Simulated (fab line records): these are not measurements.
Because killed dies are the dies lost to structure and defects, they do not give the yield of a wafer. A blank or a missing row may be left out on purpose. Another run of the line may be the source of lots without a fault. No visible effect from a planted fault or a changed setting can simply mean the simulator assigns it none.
A struck lot beside a sound one || flow gf180mcu || 23 steps out of a route of 602
Sound: wafers L147.3, L147.4, L147.5. Struck: wafer L162.2. (L162.1, L162.4 of the same lot were not struck and are left out.) The cause comes at the end.
For every step that has rows: the tool of each side, followed by ch and its chambers, followed by its first start. Under that, the readings that differ: sound wafers || struck wafers || difference of the means || sigmas: that difference in standard deviations of wafers without a fault.
alike: readings whose means differ by less than 2 such deviations, and words and numbers that are the same on both sides. not compared: withheld readings, readings that some wafer has no value for, bounds like >300 that may hide the same value, and numbers for which the record gives no deviation and whose values overlap.
The two part at a step that has a row with sigmas, a row that says differs or no value, or rows on one side only. Numbers that don't overlap but have no deviation are shown without sigmas and don't part them. A reading that every wafer of one side lacks parts them only if that side has two wafers or more.

GF_V3_RS_MEAS_24: uses a four-point probe to measure.
  sound: film_metro-03 at day 23 16:36; struck: film_metro-04 at day 28 05:29
  alike: V3_W_RS
GF_V3_THK_MEAS_25: measures by xrf.
  sound: film_metro-03 at day 23 16:42; struck: film_metro-04 at day 28 05:37
  alike: V3_W_THK
GF_V3_CMP_26: polishes, stops on SiO2, t overpolish 15 s, target thk 0 nm.
  sound on cmp-02 ch 0,1, day 23 16:44; struck on cmp-01 ch 3, day 28 05:40
  alike: motor_current_A, overpolish_run_s, time_to_endpoint_s
GF_M4_SPUTTER_00: material Ti, target thk 37.5 nm, time 150 s.
  sound: pvd_sputter-04 at day 23 17:02; struck: pvd_sputter-02 at day 28 05:58
  alike: substrate_temp_c, throttle_valve_pct
GF_M4_SPUTTER_01: material TiN, target thk 30 nm, time 25 s.
  sound: pvd_sputter-04 at day 23 17:08; struck: pvd_sputter-02 at day 28 06:04
  alike: throttle_valve_pct
GF_M4_SPUTTER_02: material AlCu, target thk 450 nm, time 23.9 s.
  sound: pvd_sputter-04 at day 23 17:10; struck: pvd_sputter-02 at day 28 06:06
  alike: throttle_valve_pct
GF_M4_SPUTTER_03: material Ti, target thk 10 nm, time 6.7 s.
  sound: pvd_sputter-04 at day 23 17:12; struck: pvd_sputter-02 at day 28 06:08
  alike: substrate_temp_c, throttle_valve_pct
then, 1 step without rows for these wafers: GF_M4_SPUTTER_04 (material TiN, target thk 50 nm, time 41.7 s).
GF_M4_RS_MEAS_05: uses a four-point probe to measure.
  sound: film_metro-01 at day 23 17:18; struck: film_metro-03 at day 28 06:11
  alike: M4_ALCU_RS
GF_M4_THK_MEAS_06: measures by xrf.
  sound: film_metro-01 at day 23 17:24; struck: film_metro-03 at day 28 06:19
  alike: M4_ALCU_THK
then, 2 steps without rows for these wafers: GF_M4_DEHYDRATE_07 (time 60 s); GF_M4_HMDS_08 (prime time 60 s).
GF_M4_COAT_09: resist thk 1000 nm.
  sound on litho_track-04 ch 0, day 24 03:52; struck on litho_track-03 ch 0, day 28 15:50
{"reading": "model.KrF_of_M4_COAT_09.thk_nm (nm)", "sound": "997 991.7 996.3", "struck": 967.6, "difference": -27.4, "sigmas": ""}
then, 4 steps without rows for these wafers: GF_M4_SOFTBAKE_10 (time 60 s); GF_M4_EXPOSE_11 (exposes mask Metal4, target cd 280 nm); GF_M4_PEB_12 (peb time 90 s); GF_M4_DEVELOP_13 (develop time 60 s).
GF_M4_CD_MEAS_14: target cd 280 nm.
  sound: cd_sem-01 at day 24 15:21; struck: cd_sem-01 at day 29 01:26
{"reading": "cd_nm (nm)", "sound": "280.7 280.3 279.3", "struck": 276.3, "difference": -3.8, "sigmas": -3}
GF_M4_OVL_MEAS_15:
  sound: overlay-02 at day 24 15:26; struck: overlay-02 at day 29 01:34
  alike: M4_OVL
GF_M4_METAL_ETCH_16: etches the open film in Cl2/BCl3, stops on SiO2, target depth 627.5 nm, time 104.6 s.
  sound on rie_metal-02 ch 0,1, day 24 15:31; struck on rie_metal-01 ch 0, day 29 01:35
{"reading": "rf_hours_counter_h (h)", "sound": "- - -", "struck": 2, "difference": "no value on the sound wafers", "sigmas": ""}
{"reading": "model.KrF_of_M4_COAT_09.thk_nm (nm)", "sound": "733.7 730.5 734", "struck": 702.1, "difference": -30.6, "sigmas": ""}
  alike: chamber_pressure_mTorr, drypump_motor_current_A, oes_product_au, throttle_valve_pct
GF_M4_STRIP_17: strips in O2/N2.
  sound on plasma_asher-04 ch 0,1, day 24 15:38; struck on plasma_asher-04 ch 1, day 29 01:42
{"reading": "oes_product_au (a.u.)", "sound": "0.562 0.557 0.557", "struck": 0.541, "difference": -0.018, "sigmas": -4}
{"reading": "rf_hours_counter_h (h)", "sound": "- - -", "struck": 59, "difference": "no value on the sound wafers", "sigmas": ""}
{"reading": "strip_time_to_endpoint_s (s)", "sound": "7.87 7.83 7.87", "struck": 7.55, "difference": -0.31, "sigmas": -7}
  alike: chamber_pressure_mTorr, drypump_motor_current_A, heater_power_w
then, 2 steps without rows for these wafers: GF_M4_STRIP_18 (strips in post etch residue remover, time 1200 s); GF_PASSIVATION_PROBE_99.

== WHERE THEY PART ==
Last at GF_M4_STRIP_17 as far as this record goes, first at GF_M4_CD_MEAS_14.

WHY: whatever the simulator had introduced
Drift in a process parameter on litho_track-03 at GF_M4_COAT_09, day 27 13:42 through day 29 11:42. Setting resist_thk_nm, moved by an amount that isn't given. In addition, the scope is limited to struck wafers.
